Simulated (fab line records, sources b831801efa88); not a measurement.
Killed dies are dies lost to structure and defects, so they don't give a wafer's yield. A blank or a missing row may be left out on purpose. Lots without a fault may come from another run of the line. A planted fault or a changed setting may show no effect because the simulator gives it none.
A struck lot beside a sound one | flow sky130 | 16 steps out of a route of 708
Sound: wafers L924.1, L924.5, L924.6. Struck: wafers L938.1, L938.4, L938.5. The cause comes at the end.
At each step with rows: each side's tool, then ch and its chambers, then its first start. Under that, the readings that differ: sound wafers | struck wafers | difference of the means | sigmas: that difference in standard deviations of wafers without a fault.
alike: readings whose means differ by less than 2 such deviations, and words and numbers that are the same on both sides. not compared: withheld readings, readings that some wafer has no value for, bounds like >300 that may hide the same value, and numbers for which the record gives no deviation and whose values overlap.
The two part at a step that has a row with sigmas, a row that says differs or no value, or rows on one side only. Numbers that don't overlap but have no deviation are shown without sigmas and don't part them. A reading that every wafer of one side lacks parts them only if that side has two wafers or more.

first, 3 steps without rows for these wafers: SKY_METAL1_EXPOSE_12 (exposes mask MM1, target cd 140 nm); SKY_METAL1_PEB_13; SKY_METAL1_DEVELOP_14 (develop time 60 s).
SKY_METAL1_CD_MEAS_15: target cd 140 nm.
  sound on cd_sem-02, day 34 05:06; struck on cd_sem-01, day 38 09:23
  alike: cd_nm
SKY_METAL1_OVL_MEAS_16:
  sound on overlay-01, day 34 05:13; struck on overlay-01, day 38 09:30
  alike: METAL1_OVL
SKY_METAL1_DESCUM_17: chemistry O2, time 8 s.
  sound on rie_metal-04 ch 0,1, day 34 05:16; struck on rie_metal-02 ch 1, day 38 09:32
  reading            | sound             | struck            | difference | sigmas
  rf_fwd_power_W (W) | 147.9 146.4 147.8 | 146.3 145.6 145.1 | -1.7       | -2
  alike: chamber_pressure_mTorr, drypump_motor_current_A, oes_product_au
  not compared: rf_hours_counter_h
SKY_METAL1_ETCH_18: etches BARC in N2/H2, stops on SiO2, time 45.9 s, target depth 60 nm.
  sound on rie_metal-04 ch 0,1, day 34 05:17; struck on rie_metal-02 ch 1, day 38 09:34
  alike: chamber_pressure_mTorr, drypump_motor_current_A, h2_flow_sccm, oes_product_au, rf_fwd_power_W, throttle_valve_pct
  not compared: rf_hours_counter_h
SKY_METAL1_METAL_ETCH_19: etches the open film in Cl2/BCl3, stops on SiO2, target depth 360 nm, time 78 s.
  sound on rie_metal-04 ch 0,1, day 34 05:21; struck on rie_metal-02 ch 1, day 38 09:38
  reading            | sound       | struck      | difference | sigmas
  rf_fwd_power_W (W) | 900 899 901 | 883 888 891 | -13        | -3
  alike: chamber_pressure_mTorr, drypump_motor_current_A, oes_product_au, throttle_valve_pct
  not compared: rf_hours_counter_h
SKY_METAL1_STRIP_20: strips in O2/N2.
  sound on plasma_asher-02 ch 0,1, day 34 05:26; struck on plasma_asher-04 ch 0,1, day 38 09:43
  alike: chamber_pressure_mTorr, drypump_motor_current_A, oes_product_au, strip_time_to_endpoint_s
  not compared: rf_hours_counter_h
then, 3 steps without rows for these wafers: SKY_METAL1_STRIP_21 (strips in post etch residue remover, time 1200 s); SKY_METAL1_CLEAN_22 (cleans in IPA, time 180 s); SKY_METAL1_CLEAN_23 (cleans in O3/DIW).
SKY_VIA1_HDPCVD_00: deposits SiO2, target thk 1030 nm, time 171.7 s.
  sound on hdpcvd-02 ch 0,1,2, day 34 06:04; struck on hdpcvd-02 ch 0,2, day 38 10:20
  reading                                  | sound             | struck            | difference | sigmas
  sih4_flow_sccm (sccm)                    | 59.95 60.01 60.02 | 47.90 47.85 47.85 | -12.13     | -61
  model.SiO2_of_VIA1_HDPCVD_00.thk_nm (nm) | 1021 1041 1017    | 844.3 839 839.3   | -185.5     |
SKY_VIA1_THK_MEAS_01:
  sound on film_metro-03, day 34 06:11; struck on film_metro-02, day 38 10:28
  reading              | sound          | struck      | difference | sigmas
  VIA1_HDPCVD_THK (nm) | 1021 1040 1017 | 845 839 839 | -185       | -15
SKY_VIA1_CMP_02: polishes SiO2.
  sound on cmp-01 ch 1,2, day 34 06:17; struck on cmp-01 ch 0,2, day 38 10:34
  alike: motor_current_A
then, 1 step without rows for these wafers: SKY_PAD_OPEN_PROBE_99.

WHERE THEY PART
First at SKY_METAL1_DESCUM_17; last, within this record, at SKY_VIA1_THK_MEAS_01. Later steps at which nothing parts them and some readings are alike: SKY_VIA1_CMP_02.

WHY: what the simulator had put in
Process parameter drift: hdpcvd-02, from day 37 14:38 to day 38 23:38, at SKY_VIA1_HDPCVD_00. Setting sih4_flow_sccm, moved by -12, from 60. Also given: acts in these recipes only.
